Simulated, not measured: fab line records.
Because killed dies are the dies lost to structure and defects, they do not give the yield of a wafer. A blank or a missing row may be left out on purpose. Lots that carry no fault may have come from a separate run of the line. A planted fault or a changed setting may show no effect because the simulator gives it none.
Comparing a struck lot with a sound one    flow gf180mcu    15 out of 602 route steps
Sound: the wafers L173.2, L173.5, L173.6. The struck wafers were L169.2, L169.4, L169.6. At the end, the cause is stated.
Per side, at each step with rows, come the tool, then ch with its chambers, and then its first start. Under that, the readings that differ: sound wafers    struck wafers    difference of the means    sigmas: that difference in standard deviations of wafers without a fault.
alike: same words and numbers on both sides, and readings whose means sit less than 2 such deviations apart. not compared: any withheld reading, any reading some wafer has no value for, any bound like >300 that may hide the same value, and any number with overlapping values for which the record gives no deviation.
Wherever a step has rows on one side only, a row that says differs or no value, or a row with sigmas, the two part there. Non-overlapping numbers with no deviation appear without sigmas and do not part them. A reading missing from all wafers of one side parts the sides only when that side holds two or more wafers.

first, 3 steps without rows for these wafers: GF_V4_EXPOSE_11 (exposes mask Via4, target cd 260 nm); GF_V4_PEB_12 (peb time 90 s); GF_V4_DEVELOP_13 (develop time 60 s).
GF_V4_CD_MEAS_14: the cd target is 260 nm.
  sound on cd-sem-01, day 27 11:14; struck on cd-sem-01, day 26 05:41
  alike: cd-nm
GF_V4_OVL_MEAS_15:
  sound on overlay-02, day 27 11:20; struck on overlay-02, day 26 05:47
  alike: V4_OVL
GF_V4_ETCH_16: etches BARC in N2/H2.
  sound on rie-diel-01 ch 2,3, day 27 11:22; struck on rie-diel-01 ch 0,1, day 26 05:49
  alike: drypump-motor-current-A, oes-product-au, throttle-valve-pct
GF_V4_ETCH_17: etches SiO2 in C4F8/O2/Ar, stops on TiN, target depth 630 nm.
  sound: rie-diel-01 ch 2,3; struck: rie-diel-01 ch 0,1
  alike: oes-product-au
GF_V4_STRIP_18: strips in O2/N2.
  sound on plasma-asher-01 ch 0,1, day 27 11:29; struck on plasma-asher-03 ch 0,1, day 26 05:56
  alike: drypump-motor-current-A, heater-power-w, oes-product-au
  not compared: rf-hours-counter-h
then, 2 steps without rows for these wafers: GF_V4_STRIP_19 (strips in post etch residue remover, time 1200 s); GF_V4_CLEAN_20 (cleans in DIW).
GF_V4_SPUTTER_21: material Ti, target thk 15 nm, time 80.02 s.
  sound on pvd-sputter-03, day 27 12:02; struck on pvd-sputter-04, day 26 06:29
  alike: chamber-pressure-pa, throttle-valve-pct
GF_V4_SPUTTER_22: material TiN, target thk 10 nm, time 38.09 s.
  sound on pvd-sputter-03, day 27 12:05; struck on pvd-sputter-04, day 26 06:32
  alike: chamber-pressure-pa, throttle-valve-pct
GF_V4_CVD_23: deposits W, target thk 350 nm, time 104.9 s.
  sound on cvd-w-01 ch 0,1, day 27 12:08; struck on cvd-w-02 ch 0,1, day 26 06:35
  no value came back on the struck wafers for chamber-pressure-Torr (Torr), heater-power-outer-w (W), heater-power-w (W); on the sound wafers chamber-pressure-Torr (Torr) reads 40.10 39.98 39.95
GF_V4_RS_MEAS_24: a four-point-probe measurement.
  sound on film-metro-02, day 27 12:16; struck on film-metro-01, day 26 07:00
reading           sound              struck                difference  sigmas
V4_W_RS (ohm/sq)  0.317 0.317 0.324  45.160 43.947 45.209  +44.453     +99 or more
  not compared: hold
after that, 1 step had no rows for these wafers: GF_PASSIVATION_PROBE_99.

== WHERE THEY PART ==
At GF_V4_CVD_23 first; at GF_V4_RS_MEAS_24 last (within this record only).

WHY: what the simulator had put in
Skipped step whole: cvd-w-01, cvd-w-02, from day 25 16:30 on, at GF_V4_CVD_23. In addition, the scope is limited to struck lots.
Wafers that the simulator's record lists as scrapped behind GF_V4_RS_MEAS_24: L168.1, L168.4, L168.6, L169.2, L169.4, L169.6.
